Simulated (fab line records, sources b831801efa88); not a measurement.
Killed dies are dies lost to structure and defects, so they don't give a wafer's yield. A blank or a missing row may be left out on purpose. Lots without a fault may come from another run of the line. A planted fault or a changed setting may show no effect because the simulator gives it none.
fab line records | flow sky130
record lots=7 wafers=19 last_day=50
route steps=708 shown LI_CONTACT@369
lots that met no fault: from a run of the same line without faults
start_h: hours from the record's first day to the start of the lot's first wafer shown | wait_h: hours since the lot's step before | " the same as in the row above | L1.1+2: a row that stands for several wafers | - no value, or no start given | * or withheld: withheld | < > ~ a bound
route shown NAME@n: a module of which the file shows steps, and the number in the route of the first | usual: mean/standard deviation of fault-free wafers | same: alike in all rows | chamber/n: place in a boat | sites: the reading at each site | _std_site: their standard deviation | _edge_site: outer sites' mean less inner sites' | radius_mm: how far each site lies from the wafer's centre | mask NAME#n: copy n | behind: the tool/chamber that last shaped the wafer | hold: why the lot was held/for how many hours/how that ended | device: the transistor (n, p or np) that didn't switch | end of line: the same wafers' tests at the end of the route | a step without rows: its recipe alone | killed: dies lost to structure and defects at the first sort, not the wafer's yield | map: a wafer's dies, x killed, . not, _ none there
set.NAME: the setting as run; set.NAME@STEP: as run at that earlier step | model.NAME: the simulator's own value behind a step, which no gauge read
lots at some steps of the route; a table a step, a row a wafer
services: from which hour (start_h, from the record's first day; less than 0 if before it) a tool's chamber was out of use, for how many hours, and why
## steps
# step SKY_LI_CONTACT_COAT_07
# recipe resist=KrF-thick spin_rpm=3000 resist_thk_nm=450
# step SKY_LI_CONTACT_SOFTBAKE_08
# recipe temp_c=100 time_s=90 resist=KrF-thick
# step SKY_LI_CONTACT_EXPOSE_09
# recipe mask_id=LICM1 na=0.8 source_shape=annular sigma_inner=0.55 sigma_outer=0.85 target_cd_nm=170 dose_mj=38
# step SKY_LI_CONTACT_PEB_10
# recipe peb_temp_c=withheld peb_time_s=withheld resist=KrF-thick
# step SKY_LI_CONTACT_DEVELOP_11
# recipe develop_time_s=60 resist=KrF-thick dev_temp_c=21
# step SKY_LI_CONTACT_CD_MEAS_12
# recipe target_cd_nm=170
# usual cd_nm=170.4/1.3
# columns lot.wafer tool chamber start_h wait_h cd_nm
L104.2 cd_sem-02 - 689.63 - 171.7
L104.4 " - " " 171.6
L104.5 " - " " 172.6
L109.5 cd_sem-02 - 725.37 - 168.7
L109.6 " - " " 170.7
L110.4 cd_sem-02 - 731.86 - 170.3
L110.5 " - " " 169.7
L111.1 cd_sem-01 - 738.27 - 171.7
L111.3 " - " " 171.6
L111.5 " - " " 172.3
L123.1 cd_sem-02 - 824.52 - 169.0
L123.2 " - " " 167.4
L123.6 " - " " 167.8
L124.3 cd_sem-02 - 832.43 - 172.2
L124.5 " - " " 172.1
L124.6 " - " " 170.8
L125.1 cd_sem-01 - 845.06 - 170.4
L125.4 " - " " 169.5
L125.5 " - " " 170.1
# step SKY_LI_CONTACT_OVL_MEAS_13
# usual LI_CONTACT_OVL=-3/5.7
# columns lot.wafer tool chamber start_h wait_h LI_CONTACT_OVL[nm]
L104.2 overlay-01 - 689.73 0.1 -10
L104.4 " - " " -5
L104.5 " - " " -10
L109.5 overlay-01 - 725.44 0.0 1
L109.6 " - " " -14
L110.4 overlay-02 - 731.94 0.1 3
L110.5 " - " " 7
L111.1 overlay-02 - 738.39 0.1 -3
L111.3 " - " " -9
L111.5 " - " " -2
L123.1 overlay-01 - 824.64 0.1 -13
L123.2 " - " " -12
L123.6 " - " " -9
L124.3 overlay-02 - 832.53 0.1 -2
L124.5 " - " " 6
L124.6 " - " " 9
L125.1 overlay-01 - 845.18 0.1 -14
L125.4 " - " " -4
L125.5 " - " " -7
# step SKY_LI_CONTACT_ETCH_14
# recipe chemistry=N2/H2 target=BARC ion_energy_ev=200 source_w=500 bias_w=100 pressure_mtorr=30 n2_flow_sccm=100 h2_flow_sccm=200 stop_on=SiO2 time_s=45.9 target_depth_a=600
# usual drypump_motor_current_A=5.49/0.29 oes_product_au=0.855/0.0048 throttle_valve_pct=13.224/0.0091
# columns lot.wafer tool chamber start_h wait_h drypump_motor_current_A oes_product_au rf_hours_counter_h throttle_valve_pct
L104.2 rie_diel-02 1 689.76 0.0 5.65 0.861 7 13.244
L104.4 " 2 " " 5.42 0.856 - 13.242
L104.5 " 3 " " 5.72 0.855 - 13.227
L109.5 rie_diel-04 2 725.47 0.0 5.81 0.863 - 13.229
L109.6 " 1 " " 5.21 0.843 - 13.225
L110.4 rie_diel-02 3 731.96 0.0 5.70 0.857 13 13.229
L110.5 " 3 " " 5.76 0.842 - 13.213
L111.1 rie_diel-04 2 738.43 0.0 5.74 0.862 5 13.224
L111.3 " 0 " " 5.30 0.850 15 13.218
L111.5 " 2 " " 5.74 0.849 - 13.233
L123.1 rie_diel-03 1 824.68 0.0 5.38 0.861 18 13.220
L123.2 " 0 " " 4.88 0.854 5 13.221
L123.6 " 3 " " 6.09 0.844 - 13.229
L124.3 rie_diel-02 1 832.55 0.0 5.63 0.861 10 13.240
L124.5 " 0 " " 5.74 0.857 - 13.227
L124.6 " 3 " " 5.77 0.846 - 13.218
L125.1 rie_diel-04 3 845.21 0.0 5.44 0.855 14 13.232
L125.4 " 1 " " 5.17 0.859 26 13.224
L125.5 " 2 " " 5.78 0.859 - 13.220
# step SKY_LI_CONTACT_ETCH_15
# recipe target=PSG chemistry=C4F8/O2/Ar stop_on=Si taper_deg=4.15 mask_material=KrF-thick source_w=1500 bias_w=1200 pressure_mtorr=40 c4f8_flow_sccm=withheld O2_flow_sccm=6 Ar_flow_sccm=300 time_s=withheld target_depth_a=6000
# usual oes_product_au=0.838/0.0046
# columns lot.wafer tool chamber start_h wait_h oes_product_au
L104.2 rie_diel-02 1 689.80 0.0 0.840
L104.4 " 2 " " 0.838
L104.5 " 3 " " 0.844
L109.5 rie_diel-04 2 725.53 0.0 0.841
L109.6 " 1 " " 0.835
L110.4 rie_diel-02 3 732.00 0.0 0.836
L110.5 " 3 " " 0.839
L111.1 rie_diel-04 2 738.47 0.0 0.834
L111.3 " 0 " " 0.839
L111.5 " 2 " " 0.840
L123.1 rie_diel-03 1 824.72 0.0 0.837
L123.2 " 0 " " 0.836
L123.6 " 3 " " 0.839
L124.3 rie_diel-02 1 832.59 0.0 0.840
L124.5 " 0 " " 0.843
L124.6 " 3 " " 0.849
L125.1 rie_diel-04 3 845.25 0.0 0.842
L125.4 " 1 " " 0.835
L125.5 " 2 " " 0.842
# step SKY_LI_CONTACT_STRIP_16
# recipe chemistry=O2/N2 power_w=1400 pressure_mtorr=1500 platen_temp_c=withheld o2_flow_sccm=3000 n2_flow_sccm=300 overash_fraction=0.5
# usual drypump_motor_current_A=5.7/0.39 oes_product_au=0.377/0.0049 strip_time_to_endpoint_s=3.52/0.03
# columns lot.wafer tool chamber start_h wait_h drypump_motor_current_A oes_product_au rf_hours_counter_h strip_time_to_endpoint_s
L104.2 plasma_asher-01 0 689.89 - 5.2 0.379 56 3.53
L104.4 " 1 " " 5.7 0.381 - 3.52
L104.5 " 0 " " 5.2 0.379 - 3.54
L109.5 plasma_asher-01 0 725.64 - 5.2 0.375 - 3.56
L109.6 " 1 " " 5.7 0.389 - 3.46
L110.4 plasma_asher-04 0 732.12 - 6.3 0.380 - 3.54
L110.5 " 1 " " 5.2 0.373 - 3.52
L111.1 plasma_asher-02 1 738.56 - 6.1 0.372 31 3.57
L111.3 " 1 " " 6.1 0.383 - 3.54
L111.5 " 1 " " 6.1 0.385 - 3.55
L123.1 plasma_asher-01 0 824.81 - 5.2 0.373 70 3.51
L123.2 " 1 " " 5.7 0.380 70 3.47
L123.6 " 1 " " 5.7 0.368 - 3.53
L124.3 plasma_asher-01 0 832.71 - 5.2 0.374 - 3.53
L124.5 " 0 " " 5.2 0.379 - 3.52
L124.6 " 1 " " 5.7 0.380 - 3.54
L125.1 plasma_asher-02 0 845.34 - 5.7 0.369 43 3.47
L125.4 " 0 " " 5.7 0.374 - 3.50
L125.5 " 1 " " 6.1 0.373 - 3.54
# step SKY_LI_CONTACT_CLEAN_17
# recipe chemistry=NMP time_s=600 temp_c=60 dry=n2_spin
# step SKY_LI_CONTACT_PRE_CLEAN_18
# recipe gas=Ar time_s=5.6 bias_v=358
# step SKY_LI_CONTACT_SPUTTER_19
# recipe material=Ti target_thk_nm=20 chamber_pressure_pa=5 power_w=2500 substrate_temp_c=200 time_s=106.37
# usual throttle_valve_pct=30.1/0.89
# columns lot.wafer tool chamber start_h wait_h throttle_valve_pct model.Ti_of_LI_CONTACT_SPUTTER_19.thk_nm
L104.2 pvd_sputter-04 - 690.20 0.0 30.2 19.76
L104.4 " - " " 30.7 19.85
L104.5 " - " " 30.3 19.76
L109.5 pvd_sputter-04 - 725.91 0.0 30.4 22.01
L109.6 " - " " 30.6 20.08
L110.4 pvd_sputter-04 - 732.38 0.0 30.6 21.68
L110.5 " - " " 30.2 21.63
L111.1 pvd_sputter-04 - 738.85 0.0 30.7 20.13
L111.3 " - " " 30.7 19.79
L111.5 " - " " 28.4 21.44
L123.1 pvd_sputter-04 - 825.10 0.0 30.6 19.84
L123.2 " - " " 28.4 19.72
L123.6 " - " " 30.3 20.04
L124.3 pvd_sputter-04 - 832.97 0.0 30.3 20.19
L124.5 " - " " 30.6 20.13
L124.6 " - " " 30.4 20.3
L125.1 pvd_sputter-03 - 845.63 0.0 31.2 19.95
L125.4 " - " " 29.9 20
L125.5 " - " " 31.1 20.1
# step SKY_LI_CONTACT_SPUTTER_20
# recipe material=TiN target_thk_nm=20 chamber_pressure_pa=5 power_w=4000 time_s=80
# usual throttle_valve_pct=30.1/0.91
# columns lot.wafer tool chamber start_h wait_h throttle_valve_pct
L104.2 pvd_sputter-04 - 690.28 0.0 30.1
L104.4 " - " " 30.4
L104.5 " - " " 30.1
L109.5 pvd_sputter-04 - 725.98 0.0 30.3
L109.6 " - " " 30.5
L110.4 pvd_sputter-04 - 732.46 0.0 30.3
L110.5 " - " " 30.4
L111.1 pvd_sputter-04 - 738.93 0.0 30.5
L111.3 " - " " 30.5
L111.5 " - " " 28.5
L123.1 pvd_sputter-04 - 825.18 0.0 30.7
L123.2 " - " " 28.3
L123.6 " - " " 30.3
L124.3 pvd_sputter-04 - 833.05 0.0 30.2
L124.5 " - " " 30.8
L124.6 " - " " 30.5
L125.1 pvd_sputter-03 - 845.71 0.0 31.1
L125.4 " - " " 29.6
L125.5 " - " " 31.6
## services
# columns tool chamber start_h hours kind
rie_diel-04 1 673.00 5.7 repair
rie_diel-02 2 676.58 5.3 repair
rie_diel-03 1 678.92 20.7 repair
rie_diel-02 - 682.94 0.3 repair
plasma_asher-04 - 683.71 37.8 repair
rie_diel-02 0 684.18 5.1 repair
rie_diel-02 0 689.32 5.4 repair
plasma_asher-04 - 733.75 9.0 pm
plasma_asher-01 - 755.24 1.5 repair
rie_diel-04 2 756.16 1.8 repair
rie_diel-04 - 757.58 0.4 repair
rie_diel-02 3 761.87 1.3 repair
pvd_sputter-04 - 762.72 0.9 repair
plasma_asher-04 - 767.32 0.8 repair
rie_diel-04 - 770.70 2.8 pm
plasma_asher-04 - 777.62 2.9 repair
rie_diel-04 3 784.85 5.1 repair
rie_diel-02 2 794.00 6.2 repair
plasma_asher-01 - 818.45 2.8 pm
plasma_asher-04 - 818.71 15.6 pm
rie_diel-02 2 825.56 - clean
rie_diel-02 2 825.56 14.4 scheduled_down
pvd_sputter-03 - 835.46 3.0 repair
rie_diel-03 - 836.84 0.4 repair
## key
first_sign none at tools or gauges
model_effect step=SKY_LI_CONTACT_SPUTTER_19 value=Ti_of_LI_CONTACT_SPUTTER_19.thk_nm without=20.02 struck=21.69
met_at SKY_LI_CONTACT_SPUTTER_19
struck_wafers L109.5,L110.4,L110.5,L111.5
tester_left_out L109,L110,L111
onset_between 690.20 725.91
fault kind=process_parameter_drift tool=pvd_sputter-04 chamber=- onset_h=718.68 steps=SKY_LI_CONTACT_SPUTTER_19 channel=target_thk_nm offset=1.6633 shape=step end_h=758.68 scope=struck_wafers_only acts_in=these_recipes_only stated=20
# tester_left_out: of these lots the tester's yield and bins aren't shown, on N5 and GAA mostly nor the transistor test; their killed dies are dies lost to structure and defects alone, not to doping, threshold or leakage, so they don't give the yield
